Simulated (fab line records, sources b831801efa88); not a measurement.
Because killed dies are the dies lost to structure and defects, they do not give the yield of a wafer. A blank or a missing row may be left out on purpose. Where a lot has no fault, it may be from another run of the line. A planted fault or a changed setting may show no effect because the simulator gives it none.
Problem report, 8D (eight disciplines) form, completed by code    flow gf180mcu    the parts of the form that need people (team, actions taken, sign-off) are left out

## 1. THE PROBLEM
Wafers without a fault read 0.943 a.u., standard deviation 0.0063; oes_product_au at GF_MIM_METAL_ETCH_19 reads a mean of 0.873 a.u. on 2 wafers belonging to 2 lots. Measured from the usual mean, that is -11 standard deviations.
The step: etches the open film in Cl2/BCl3, stops on Si3N4, target depth 324.5 nm, time 54.1 s.
The first sign was on wafer L318.1 at day 29 16:38, on rie_metal-01. At this step, 33 wafers from 11 lots have a number in the record. Rule for "out" (also "out of limits"): further than 4 standard deviations from the usual mean. All remaining wafers that have a number are taken as sound.

## 2. WHAT IT IS, AND WHAT IT ISN'T
question                     is                                  is not
which readings at this step  oes_product_au, throttle_valve_pct  bcl3_flow_sccm, drypump_motor_current_A
which lots                   L318, L320                          L306, L308, L310, L312, L313, L317, L319, L325, L327
which wafers of those lots   L318.1, L320.2                      L318.4, L318.6, L320.5, L320.6
read on which tools          rie_metal-01                        rie_metal-02, rie_metal-04
when                         from day 29 16:38                   up to then (20 sound wafers); but 11 sound wafers of L319, L320, L325, L327 came after

## 3. THE SUSPECTS, EACH WITH WHAT RULES IT OUT
Counting: any tool at a process step up to the reading remains a suspect provided it ran every lot that is out. Sound lots after the first of them don't rule it out here, since some wafers of a struck lot are sound.
- pvd_sputter-02 at GF_MIM_SPUTTER_01 (material TiN, target thk 30 nm, time 25 s): kept. It ran every lot that is out, first L318 (day 28 21:25); its last sound lot up to then is L317 (day 28 19:42).
- pvd_sputter-03 at GF_MIM_SPUTTER_07 (material TiN, target thk 60 nm, time 50 s): kept. It ran every lot that is out, first L318 (day 28 21:38); its last sound lot up to then is L317 (day 28 19:55).
- rie_metal-01 at GF_MIM_METAL_ETCH_19 (etches the open film in Cl2/BCl3, stops on Si3N4, target depth 324.5 nm, time 54.1 s): kept. It ran every lot that is out, first L318 (day 29 16:38); its last sound lot up to then is L312 (day 27 23:08). Its own oes_product_au, throttle_valve_pct readings are out on those wafers.
Still standing after the count: pvd_sputter-02 at GF_MIM_SPUTTER_01, pvd_sputter-03 at GF_MIM_SPUTTER_07, rie_metal-01 at GF_MIM_METAL_ETCH_19.

## 4. THE CAUSE (what the simulator had put in)
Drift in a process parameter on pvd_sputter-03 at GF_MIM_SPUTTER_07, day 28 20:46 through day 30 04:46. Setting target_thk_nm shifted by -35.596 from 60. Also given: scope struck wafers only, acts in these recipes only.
Counting left 3 suspects, and this tool is among them.

## 5. THE EFFECT CHAIN, in route order
One row per reading whose mean, taken over the struck wafers that have a number, lies over 3 standard deviations from the usual. Only readings whose record carries a usual standard deviation are examined. hours: median over the lots of the time between each lot's start at the first step of this table that gives one and its start at this step. sigmas: the change, counted in usual standard deviations.
hours  step                  reading             usual       on struck wafers  change  sigmas
0      GF_MIM_METAL_ETCH_19  oes_product_au      0.943 a.u.  0.873             -0.070  -11
0      GF_MIM_METAL_ETCH_19  throttle_valve_pct  28.282 %    28.358            +0.076  +7.0
The process steps in it:
- GF_MIM_METAL_ETCH_19: etches the open film in Cl2/BCl3, stops on Si3N4, target depth 324.5 nm, time 54.1 s.

## 6. WHAT WOULD HAVE CAUGHT IT SOONER
20 hours passed between the start of the fault at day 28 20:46 and the first reading out of limits in this record, taken at day 29 16:38.
No tool reading at GF_MIM_SPUTTER_07 that has a usual standard deviation in the record was out on any struck wafer, so an alarm limit of 4 standard deviations on those readings would not have fired.
Lots out: 2; all had begun GF_MIM_SPUTTER_07 on pvd_sputter-03 by day 29 16:38. Had the tool been put on hold then, not one of them would have been saved.
